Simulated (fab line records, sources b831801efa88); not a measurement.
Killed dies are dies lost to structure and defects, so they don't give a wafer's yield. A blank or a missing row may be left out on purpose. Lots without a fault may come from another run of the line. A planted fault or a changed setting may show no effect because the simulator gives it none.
Problem report in the 8D (eight disciplines) form, filled by code | flow gf180mcu | the parts of the form that need people (team, actions taken, sign-off) are left out

1. THE PROBLEM
V3_W_RS at GF_V3_RS_MEAS_24 reads a mean of 0.259 ohm/sq on 6 wafers of 2 lots; wafers without a fault read 0.325 ohm/sq with a standard deviation of 0.0049. That is -13 standard deviations from the usual mean.
The step: measures by four-point-probe.
First seen on wafer L508.3, day 25 04:49, on film_metro-03. The record holds 33 wafers of 11 lots with a number at this step. Rule for "out", or "out of limits": more than 4 standard deviations from the usual mean. The other wafers with a number count as sound.

2. WHAT IT IS AND WHAT IT IS NOT
question                    | is                           | is not
which readings at this step | V3_W_RS                      | -
which lots                  | L508, L510                   | L504, L506, L507, L518, L519, L520, L522, L523, L524
which wafers of those lots  | all that have a number       | -
read on which gauges        | film_metro-03, film_metro-04 | film_metro-01
when                        | from day 25 04:49            | up to then (9 sound wafers); but 18 sound wafers of L518, L519, L520, L522, L523, L524 came after

3. SUSPECTS, AND WHAT RULES EACH OUT
Counting: a tool at a process step up to the reading stays a suspect if it ran every lot that is out and no sound lot after the first of them.
- the gauge at GF_V3_RS_MEAS_24: ruled out. The wafers that are out were read on 2 gauges (film_metro-03, film_metro-04).
- pvd_sputter-02 at GF_V3_SPUTTER_21 (material Ti, target thk 15 nm, time 80.02 s): ruled out as a lasting fault. Sound lots L518, L522 ran on it after its first lot that is out, L508 (day 25 04:34).
- cvd_w-02 at GF_V3_CVD_23 (deposits W, target thk 350 nm, time 104.9 s): ruled out as a lasting fault. Sound lots L519, L520 ran on it after its first lot that is out, L508 (day 25 04:41).
Left after counting: nothing in the record.

4. THE CAUSE (what the simulator had put in)
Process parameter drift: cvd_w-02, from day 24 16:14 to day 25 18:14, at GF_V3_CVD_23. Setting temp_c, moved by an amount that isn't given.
Counting ruled it out, wrongly: the rule takes a fault to strike every lot that its tool runs from its start on, and this one did not.

5. THE CHAIN OF EFFECTS, in route order
Each row: a reading whose mean over the struck wafers that have a number lies more than 3 standard deviations from the usual. Only readings for which the record gives a usual standard deviation are gone through. hours: the time from each lot's start at the first step in this table that gives one to its start at this step, as a median over the lots. sigmas: the change in usual standard deviations.
hours | step              | reading            | usual        | on struck wafers | change | sigmas
0     | GF_V3_CVD_23      | susceptor_temp_C   | 399.97 C     | 412.64           | +12.67 | +60
0     | GF_V3_RS_MEAS_24  | V3_W_RS            | 0.325 ohm/sq | 0.259            | -0.066 | -13
0     | GF_V3_THK_MEAS_25 | V3_W_THK           | 331 nm       | 412              | +81    | +15
0     | GF_V3_CMP_26      | time_to_endpoint_s | 86 s         | 108              | +22    | +7.4
The process steps in it:
- GF_V3_CVD_23: deposits W, target thk 350 nm, time 104.9 s.
- GF_V3_CMP_26: polishes, stops on SiO2, t overpolish 15 s, target thk 0 nm.
Later measuring or inspecting steps at which every struck wafer that the step has a row for has a number for every such reading, and none has moved that far: GF_M4_THK_MEAS_06.

6. WHAT WOULD HAVE CAUGHT IT SOONER
In this record the first reading out of limits at a measuring or inspecting step was taken at day 25 04:49, 13 hours after the fault began at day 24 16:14.
The tool's own readings at GF_V3_CVD_23 were out on every struck wafer that the step has a row for (susceptor_temp_C): an alarm limit on them would have fired on the first of those.
